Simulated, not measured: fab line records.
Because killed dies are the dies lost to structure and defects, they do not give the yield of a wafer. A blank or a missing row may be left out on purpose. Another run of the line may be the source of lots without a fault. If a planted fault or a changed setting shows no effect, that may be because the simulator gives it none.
The tool behind it: which one?	flow sfqLine	39 wafers from 13 lots sampled at 4 of the route's 325 steps

WHAT THE GAUGES READ, wafer by wafer
SFQ_M2_RS_MEAS_914: uses a four-point probe to measure. Usual: M2_NB_RS 0.886 ohm/sq, standard deviation 0.0087.
lot	measured	on	M2_NB_RS (ohm/sq)	flag
L414	day 24 22:19	filmMetro-02	0.888 0.886 0.874	
L415	day 25 01:19	filmMetro-03	0.885 0.885 0.884	
L416	day 25 01:53	filmMetro-02	0.876 0.887 0.886	
L418	day 25 05:31	filmMetro-02	0.904 0.883 0.896	
L420	day 25 10:20	filmMetro-02	0.881 0.875 0.895	
L423	day 25 15:04	filmMetro-03	0.883 0.885 0.880	
L424	day 25 19:55	filmMetro-03	0.878 0.881 0.872	
L426	day 26 00:40	filmMetro-03	0.884 0.891 0.896	
L429	day 26 17:36	filmMetro-03	0.875 0.882 0.879	
L433	day 27 01:33	filmMetro-04	0.883 0.884 0.877	
L435	day 40 00:26	filmMetro-04	0.893 0.894 0.899	
L436	day 40 04:51	filmMetro-03	0.885 0.901 0.895	
L437	day 40 16:13	filmMetro-03	0.889 0.882 0.891	

SFQ_I7_BOW_MEAS_946. Usual: I7_BOW 7 um, standard deviation 12.
lot	measured	on	I7_BOW (um)	flag
L414	day 72 23:49	filmMetro-03	-4 -11 -9	
L415	day 75 23:22	filmMetro-02	-20 -18 -16	
L416	day 76 00:32	filmMetro-03	9 5 -2	
L418	day 78 01:49	filmMetro-04	13 2 9	
L420	day 84 23:12	filmMetro-02	15 31 19	
L423	day 85 20:08	filmMetro-02	10 3 3	
L424	day 85 21:19	filmMetro-03	11 -2 7	
L426	day 86 02:08	filmMetro-02	12 8 29	
L429	day 86 15:17	filmMetro-04	2 15 23	
L433	day 87 09:38	filmMetro-02	21 28 26	
L435	day 88 15:51	filmMetro-02	15 23 16	
L436	day 88 19:41	filmMetro-02	-13 -15 -17	
L437	day 88 22:39	filmMetro-03	1 8 -5	

WHAT TOOL EACH LOT RAN ON (gives the tool, then ch and the chambers of the sampled wafers, and finally the start)
lot	SFQ_TRILAYER_L0_VIA_STRIP_STRIP_017	SFQ_TRILAYER_M2_LITHO_PEB_060
L414	rieMetal-02 ch 0,1, day 6 18:48	lithoTrack-01 ch 0, day 32 03:26
L415	rieMetal-02 ch 0,1, day 6 21:24	lithoTrack-01 ch 0, day 32 05:51
L416	rieMetal-01 ch 0,1, day 6 22:24	lithoTrack-02 ch 0, day 32 08:12
L418	rieMetal-04 ch 0,1, day 7 03:24	lithoTrack-02 ch 0, day 32 11:51
L420	rieMetal-01 ch 0,1, day 7 07:00	lithoTrack-04 ch 0, day 32 15:29
L423	rieMetal-02 ch 1, day 7 15:10	lithoTrack-02 ch 0, day 32 21:24
L424	rieMetal-04 ch 0,1, day 7 16:34	lithoTrack-01 ch 0, day 33 03:35
L426	rieMetal-02 ch 1, day 7 21:10	lithoTrack-01 ch 0, day 33 07:23
L429	rieMetal-02 ch 0,1, day 8 05:41	lithoTrack-04 ch 0, day 33 12:11
L433	rieMetal-01 ch 0,1, day 13 22:38	lithoTrack-01 ch 0, day 33 17:36
L435	rieMetal-04 ch 0,1, day 15 06:41	lithoTrack-02 ch 0, day 40 03:18
L436	rieMetal-01 ch 0,1, day 15 13:38	lithoTrack-02 ch 0, day 40 16:05
L437	rieMetal-04 ch 0,1, day 15 21:50	lithoTrack-01 ch 0, day 41 16:02
- SFQ_TRILAYER_L0_VIA_STRIP_STRIP_017: strips in O2.
- SFQ_TRILAYER_M2_LITHO_PEB_060: peb time 60 s.

AS READ BY THE TOOLS THEMSELVES (means over the sampled wafers that have a number; for cases with no such wafer, the mark the record gives instead)
SFQ_TRILAYER_L0_VIA_STRIP_STRIP_017. Usual: drypumpMotorCurrentA 5.9 A, standard deviation 0.34; oesProductAu 1.004 a.u., standard deviation 0.0076.
lot	tool	drypumpMotorCurrentA (A)	oesProductAu (a.u.)	flag
L414	rieMetal-02	5.7	0.990	
L415	rieMetal-02	5.7	0.989	
L416	rieMetal-01	5.6	1.015	
L418	rieMetal-04	6.2	1.007	
L420	rieMetal-01	5.7	1.001	
L423	rieMetal-02	6.3	1.003	
L424	rieMetal-04	6.1	1.005	
L426	rieMetal-02	6.2	1.007	
L429	rieMetal-02	5.7	1.014	
L433	rieMetal-01	5.8	1.006	
L435	rieMetal-04	6.1	1.006	
L436	rieMetal-01	5.6	1.004	
L437	rieMetal-04	6.1	1.005	

SFQ_TRILAYER_M2_LITHO_PEB_060. Usual: heaterPowerTotalW 79.15 W, standard deviation 0.067; plateTempC 115.00 C, standard deviation 0.14.
lot	tool	heaterPowerTotalW (W)	plateTempC (C)	flag
L414	lithoTrack-01	79.15	115.03	
L415	lithoTrack-01	79.13	114.92	
L416	lithoTrack-02	79.16	114.87	
L418	lithoTrack-02	79.19	114.99	
L420	lithoTrack-04	79.09	114.99	
L423	lithoTrack-02	79.15	114.94	
L424	lithoTrack-01	79.16	114.97	
L426	lithoTrack-01	79.20	115.03	
L429	lithoTrack-04	79.16	114.99	
L433	lithoTrack-01	79.80	115.00	OFF
L435	lithoTrack-02	79.15	114.96	
L436	lithoTrack-02	79.21	115.05	
L437	lithoTrack-01	79.14	115.10	

THE ANSWER, worked out from the rows above alone
Rule: lot off if the mean of its wafers having a number is beyond 3 standard deviations from the usual mean. Also off: a lot with no number at a reading for which 4 or more lots have one. Any other lot the step has rows for is counted as sound. First the gauges in route order, then the tools' own readings, where a lot's mean is used as printed above. The first step at which some lot is off is used, and at that step the reading that is off furthest; a lot without a number counts as furthest.
Off: L433 (SFQ_TRILAYER_M2_LITHO_PEB_060, heaterPowerTotalW).
If a tool, at that step or one of the process steps before it, ran each lot that is off and ran no sound lot following the first of them, it fits. Of those tried, none fits.

WHAT THE SIMULATOR PUT IN
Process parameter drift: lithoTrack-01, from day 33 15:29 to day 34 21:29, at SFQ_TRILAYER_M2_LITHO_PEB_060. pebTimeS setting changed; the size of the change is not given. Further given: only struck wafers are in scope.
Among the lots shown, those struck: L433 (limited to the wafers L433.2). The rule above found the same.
